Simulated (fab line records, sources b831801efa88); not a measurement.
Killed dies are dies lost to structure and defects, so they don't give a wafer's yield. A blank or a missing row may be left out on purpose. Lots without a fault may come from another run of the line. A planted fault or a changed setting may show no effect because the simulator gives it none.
Split-lot experiment | flow sfq_line | 5 lots, 23 wafers read, on a route of 325 steps

THE SPLIT
At SFQ_TRILAYER_I4_VIA_LITHO_COAT_103 (resist thk 650 nm), the setting resist_thk_nm was moved away from the recipe's 650 nm on 8 of the 23 wafers read, by -4.8% to +4.2%. The other wafers ran this setting at the recipe's value.

The reading is taken at the split's own step.

THE READING
KrF_of_TRILAYER_I4_VIA_LITHO_COAT_103.thk_nm (the simulator's own value, which no gauge read), in nm, at SFQ_TRILAYER_I4_VIA_LITHO_COAT_103 (resist thk 650 nm). The file gives no usual value for it. The 15 wafers here that ran the recipe average 650.3 nm, standard deviation 1.5 nm.

wafer  | tool, chamber at the split | resist_thk_nm as run, nm | against the recipe | KrF_of_TRILAYER_I4_VIA_LITHO_COAT_103.thk_nm, nm | against lot-mates on the recipe
L076.1 | litho_track-02, 0          | 650                      | recipe             | 650.6                                            | -
L076.2 | litho_track-02, 0          | 650                      | recipe             | 650.9                                            | -
L076.4 | litho_track-02, 0          | 650                      | recipe             | 649.3                                            | -
L076.5 | litho_track-02, 0          | 650                      | recipe             | 651.6                                            | -
L076.6 | litho_track-02, 0          | 650                      | recipe             | 651.2                                            | -
L078.1 | litho_track-02, 0          | 650                      | recipe             | 652.1                                            | -
L078.2 | litho_track-02, 0          | 650                      | recipe             | 651.2                                            | -
L078.3 | litho_track-02, 0          | 618.6                    | -4.8%              | 621                                              | -30.5
L078.4 | litho_track-02, 0          | 650                      | recipe             | 651.1                                            | -
L078.5 | litho_track-02, 0          | 618.6                    | -4.8%              | 619.8                                            | -31.7
L079.1 | litho_track-04, 0          | 650                      | recipe             | 650.7                                            | -
L079.2 | litho_track-04, 0          | 650                      | recipe             | 648.7                                            | -
L079.3 | litho_track-04, 0          | 677.1                    | +4.2%              | 676.4                                            | +26.7
L079.4 | litho_track-04, 0          | 677.1                    | +4.2%              | 675                                              | +25.3
L079.5 | litho_track-04, 0          | 677.1                    | +4.2%              | 677.3                                            | +27.6
L080.2 | litho_track-04, 0          | 650                      | recipe             | 647.6                                            | -
L080.3 | litho_track-04, 0          | 650                      | recipe             | 647.5                                            | -
L080.6 | litho_track-04, 0          | 650                      | recipe             | 648.8                                            | -
L081.1 | litho_track-01, 0          | 664.6                    | +2.2%              | 664.3                                            | +12.5
L081.2 | litho_track-01, 0          | 650                      | recipe             | 652.7                                            | -
L081.3 | litho_track-01, 0          | 650                      | recipe             | 650.9                                            | -
L081.4 | litho_track-01, 0          | 664.6                    | +2.2%              | 665.1                                            | +13.3
L081.6 | litho_track-01, 0          | 664.6                    | +2.2%              | 663.8                                            | +12.0

THE FIT
A straight line over all 23 wafers: KrF_of_TRILAYER_I4_VIA_LITHO_COAT_103.thk_nm changes by +6.21 nm for each +1% of resist_thk_nm; r = +1.00; the points scatter about the line by 1.4 nm.
The same after taking each lot's own level away (the mean of its wafers on the recipe; 23 wafers): +6.31 nm for each +1%; r = +1.00; scatter 0.97 nm.
On that fit, the largest move of resist_thk_nm shifts the reading by 30 nm.
The lots' own levels span 647.97 to 651.80 nm, that is 2.5 times the standard deviation above.
So the lot-to-lot level changes the slope little: the two slopes agree.
Check: with one of the wafers moved furthest among these (-4.8%) left out of the fit, the line predicts -30.8 nm for it against its lot-mates. It came out at -30.5 nm against them.

OTHER SPLITS ON THESE WAFERS
These wafers also went through other splits before the reading. Each is held against what the fit with the lots' levels taken away leaves over:
other split on the same wafers                      | wafers away from the commonest value | r with KrF_of_TRILAYER_I4_VIA_LITHO_COAT_103.thk_nm (lot level and that fit taken away)
SFQ_TRILAYER_I1_VIA_LITHO_COAT_049 spin_rpm         | 6                                    | +0.57
SFQ_TRILAYER_I1_VIA_BARC_OPEN_VIA_ETCH_071 source_w | 9                                    | -0.11
SFQ_TRILAYER_M2_LITHO_EXPOSE_058 dose_mj            | 10                                   | +0.18
SFQ_TRILAYER_M2_BARC_OPEN_METAL_ETCH_077 bias_w     | 7                                    | +0.01
SFQ_TRILAYER_I2_VIA_LITHO_COAT_067 spin_rpm         | 7                                    | -0.08
SFQ_TRILAYER_M3_LITHO_COAT_080 resist_thk_nm        | 7                                    | +0.19
SFQ_TRILAYER_I3_VIA_LITHO_EXPOSE_086 dose_mj        | 5                                    | -0.20
SFQ_TRILAYER_I3_VIA_ETCH_VIA_ETCH_088 bias_w        | 11                                   | -0.12
SFQ_TRILAYER_M4_LITHO_COAT_098 spin_rpm             | 9                                    | +0.05
SFQ_TRILAYER_M4_BARC_OPEN_METAL_ETCH_123 time_s     | 7                                    | +0.17

THE FILE'S OWN FIT
KrF_of_TRILAYER_I4_VIA_LITHO_COAT_103.thk_nm changes by +6.32 nm for each +1% of resist_thk_nm, r = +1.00.
